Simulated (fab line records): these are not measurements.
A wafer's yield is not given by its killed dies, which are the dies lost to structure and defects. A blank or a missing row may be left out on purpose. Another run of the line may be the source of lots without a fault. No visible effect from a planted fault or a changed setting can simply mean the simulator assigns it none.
Matching of chambers ; flow sky130 ; 4 sister chambers for SKY_CONTACT_ETCH_17 on rie-diel-04
The step etches SiO2 in C4F8/O2/Ar, stops on Si3N4, target depth 340 nm. 7 wafers are shown with their chamber, then 7 later ones without.

## WAFERS PAIRED WITH THEIR CHAMBERS
wafer;chamber;bias-w (W);oes-product-au (a.u.)
L079.3;2;1205;0.891
L080.4;3;1200;0.887
L080.5;3;1193;0.892
L083.1;0;1203;0.896
L083.6;0;1200;0.897
L085.3;1;1199;0.895
L085.4;1;1199;0.894

## WAFERS WITHOUT THEIR CHAMBER
wafer;bias-w (W);oes-product-au (a.u.)
L085.6;1203;0.897
L093.4;1204;0.898
L093.5;1196;0.892
L093.6;1204;0.890
L097.1;1201;0.897
L097.4;1198;0.892
L097.5;1199;0.891

## CHAMBER TAKEN BY EACH
wafer;from the rows above;in truth
L085.6;can't be placed: 0 or 1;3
L093.4;can't be placed: 0 or 1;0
L093.5;can't be placed: 3 or 1 or 0 or 2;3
L093.6;can't be placed: 2 or 3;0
L097.1;can't be placed: 0 or 1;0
L097.4;can't be placed: 1 or 3 or 2 or 0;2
L097.5;can't be placed: 3 or 1 or 2 or 0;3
Placed correctly: 0 of 7. Cannot be placed on the basis of these rows: 7; the candidates contain the true chamber in 5. Wrongly placed: 0.
How it was worked out, from the rows above alone: a wafer's distance from a chamber is the root of the sum, over the readings, of the square of ((its reading less the chamber's mean) divided by the reading's scatter). The wafer belongs to the nearest chamber; if the next one is less than 2 further off, it can't be placed. Each chamber's mean is taken over the wafers shown for it. The scatter is the square root of a quotient: the sum, over the shown wafers, of each reading's squared deviation from its chamber's mean, divided by wafers minus chambers.
